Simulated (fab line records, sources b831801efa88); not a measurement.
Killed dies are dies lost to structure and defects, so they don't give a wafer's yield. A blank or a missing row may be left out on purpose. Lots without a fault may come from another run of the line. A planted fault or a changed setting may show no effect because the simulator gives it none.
Which tool did it? | flow gf180mcu | 12 lots, 36 wafers sampled, at 4 steps of a route of 602

WHAT THE GAUGES READ, wafer by wafer
GF_PASSIVATION_THK_MEAS_01. Usual: PASSIVATION_CVD_00_THK 993 nm, standard deviation 17.
lot  | measured     | on            | PASSIVATION_CVD_00_THK (nm) | flag
L398 | day 28 04:20 | film_metro-01 | 979 966 992                 |
L399 | day 29 02:38 | film_metro-01 | 989 1006 1028               |
L400 | day 29 05:33 | film_metro-03 | 1021 1009 986               |
L401 | day 29 08:53 | film_metro-03 | 972 1006 1018               |
L404 | day 29 20:56 | film_metro-04 | 1006 991 1005               |
L403 | day 29 23:57 | film_metro-01 | 992 1007 1010               |
L406 | day 30 12:39 | film_metro-01 | 973 1025 1014               |
L407 | day 30 18:41 | film_metro-03 | 999 985 1015                |
L410 | day 31 14:06 | film_metro-01 | 1002 986 1025               |
L411 | day 31 19:03 | film_metro-01 | 982 1000 1004               |
L419 | day 34 00:45 | film_metro-04 | 956 979 991                 |
L421 | day 34 05:12 | film_metro-04 | 1004 1021 1002              |

WHICH TOOL RAN EACH LOT (tool, then ch and the chambers of the sampled wafers, then the start)
lot  | GF_V2_STRIP_18                       | GF_TOP_METAL_SPUTTER_00      | GF_TOP_METAL_SPUTTER_01
L398 | plasma_asher-02 ch 0,1, day 20 06:31 | pvd_sputter-04, day 27 06:47 | pvd_sputter-04, day 27 06:53
L399 | plasma_asher-04 ch 0,1, day 21 09:55 | pvd_sputter-03, day 28 05:51 | pvd_sputter-03, day 28 05:57
L400 | plasma_asher-02 ch 0,1, day 21 12:47 | pvd_sputter-01, day 28 09:05 | pvd_sputter-01, day 28 09:11
L401 | plasma_asher-04 ch 0,1, day 21 18:23 | pvd_sputter-03, day 28 12:42 | pvd_sputter-03, day 28 12:48
L404 | plasma_asher-02 ch 0,1, day 22 07:02 | pvd_sputter-03, day 29 00:53 | pvd_sputter-03, day 29 00:59
L403 | plasma_asher-02 ch 0,1, day 22 09:29 | pvd_sputter-01, day 29 03:19 | pvd_sputter-01, day 29 03:25
L406 | plasma_asher-02 ch 0,1, day 23 00:46 | pvd_sputter-04, day 29 16:11 | pvd_sputter-04, day 29 16:17
L407 | plasma_asher-02 ch 0, day 23 10:01   | pvd_sputter-04, day 29 23:39 | pvd_sputter-04, day 29 23:45
L410 | plasma_asher-02 ch 0,1, day 24 09:41 | pvd_sputter-03, day 30 18:56 | pvd_sputter-03, day 30 19:02
L411 | plasma_asher-02 ch 0,1, day 24 17:10 | pvd_sputter-03, day 31 00:00 | pvd_sputter-03, day 31 00:06
L419 | plasma_asher-02 ch 0,1, day 27 14:29 | pvd_sputter-04, day 33 08:16 | pvd_sputter-04, day 33 08:22
L421 | plasma_asher-04 ch 1, day 27 21:38   | pvd_sputter-03, day 33 13:18 | pvd_sputter-03, day 33 13:24
- GF_V2_STRIP_18: strips in O2/N2.
- GF_TOP_METAL_SPUTTER_00: material Ti, target thk 37.5 nm, time 150 s.
- GF_TOP_METAL_SPUTTER_01: material TiN, target thk 30 nm, time 25 s.

WHAT THE TOOLS THEMSELVES READ (means of the sampled wafers that have a number; where no wafer has one, the mark that the record gives instead)
GF_V2_STRIP_18. Usual: chamber_pressure_mTorr 1499.9 mTorr, standard deviation 1.2; drypump_motor_current_A 5.54 A, standard deviation 0.27; heater_power_w 335 W, standard deviation 30; o2_flow_sccm 3000 sccm, standard deviation 10; oes_product_au 0.594 a.u., standard deviation 0.0056; platen_temp_c 250.01 C, standard deviation 0.2.
lot  | tool            | chamber_pressure_mTorr (mTorr) | drypump_motor_current_A (A) | heater_power_w (W) | o2_flow_sccm (sccm) | oes_product_au (a.u.) | platen_temp_c (C) | flag
L398 | plasma_asher-02 | 1499.6                         | 5.40                        | 310                | 3014                | 0.592                 | 250.00            |
L399 | plasma_asher-04 | 1499.2                         | 5.58                        | 346                | 2990                | 0.593                 | 249.86            |
L400 | plasma_asher-02 | 1499.8                         | 5.42                        | 328                | 2997                | 0.588                 | 250.14            |
L401 | plasma_asher-04 | 1500.0                         | 5.59                        | 352                | 2999                | 0.595                 | 249.95            |
L404 | plasma_asher-02 | 1499.3                         | 5.41                        | 335                | 2998                | 0.586                 | 249.94            |
L403 | plasma_asher-02 | 1500.5                         | 5.40                        | 313                | 2998                | 0.596                 | 249.99            |
L406 | plasma_asher-02 | 1500.0                         | 5.43                        | 313                | 2988                | 0.591                 | 250.04            |
L407 | plasma_asher-02 | 1499.5                         | 5.42                        | 355                | 3009                | 0.591                 | 249.65            |
L410 | plasma_asher-02 | 1500.4                         | 5.42                        | 309                | 3000                | 0.593                 | 250.09            |
L411 | plasma_asher-02 | 1499.8                         | 5.42                        | 330                | 2989                | 0.598                 | 250.11            |
L419 | plasma_asher-02 | 1499.6                         | 5.43                        | 313                | 2996                | 0.597                 | 250.15            |
L421 | plasma_asher-04 | 1499.6                         | 5.74                        | 369                | 2993                | 0.594                 | 250.20            |

GF_TOP_METAL_SPUTTER_00. Usual: substrate_temp_c 199.99 C, standard deviation 0.17; throttle_valve_pct 29.9 %, standard deviation 1.3.
lot  | tool           | substrate_temp_c (C) | throttle_valve_pct (%) | flag
L398 | pvd_sputter-04 | 200.16               | 30.6                   |
L399 | pvd_sputter-03 | 199.90               | 30.1                   |
L400 | pvd_sputter-01 | 200.10               | 29.2                   |
L401 | pvd_sputter-03 | 200.07               | 31.0                   |
L404 | pvd_sputter-03 | 199.91               | 29.6                   |
L403 | pvd_sputter-01 | 200.04               | 30.2                   |
L406 | pvd_sputter-04 | 200.03               | 31.0                   |
L407 | pvd_sputter-04 | 200.23               | 30.6                   |
L410 | pvd_sputter-03 | 200.05               | 30.1                   |
L411 | pvd_sputter-03 | 199.72               | 29.2                   |
L419 | pvd_sputter-04 | 200.09               | 30.2                   |
L421 | pvd_sputter-03 | 199.84               | 28.6                   |

GF_TOP_METAL_SPUTTER_01. Usual: throttle_valve_pct 29.9 %, standard deviation 1.3.
lot  | tool           | throttle_valve_pct (%) | flag
L398 | pvd_sputter-04 | 30.6                   |
L399 | pvd_sputter-03 | 30.3                   |
L400 | pvd_sputter-01 | 29.1                   |
L401 | pvd_sputter-03 | 30.9                   |
L404 | pvd_sputter-03 | 29.6                   |
L403 | pvd_sputter-01 | 30.0                   |
L406 | pvd_sputter-04 | 30.9                   |
L407 | pvd_sputter-04 | 30.7                   |
L410 | pvd_sputter-03 | 30.0                   |
L411 | pvd_sputter-03 | 29.2                   |
L419 | pvd_sputter-04 | 30.1                   |
L421 | pvd_sputter-03 | 28.7                   |

THE ANSWER, worked out from the rows above alone
Rule: a lot is off if the mean of its wafers that have a number lies more than 3 standard deviations from the usual mean. A lot without any number at a reading at which 4 lots or more have one is off too. The other lots that the step has rows for count as sound. The gauges are gone through in route order, then the tools' own readings, and for those a lot's mean is taken as printed above. The first step at which some lot is off is used, and at that step the reading that is off furthest; a lot without a number counts as furthest.
No lot is off at any reading shown: from this, nothing can be told.

WHAT THE SIMULATOR HAD PUT IN
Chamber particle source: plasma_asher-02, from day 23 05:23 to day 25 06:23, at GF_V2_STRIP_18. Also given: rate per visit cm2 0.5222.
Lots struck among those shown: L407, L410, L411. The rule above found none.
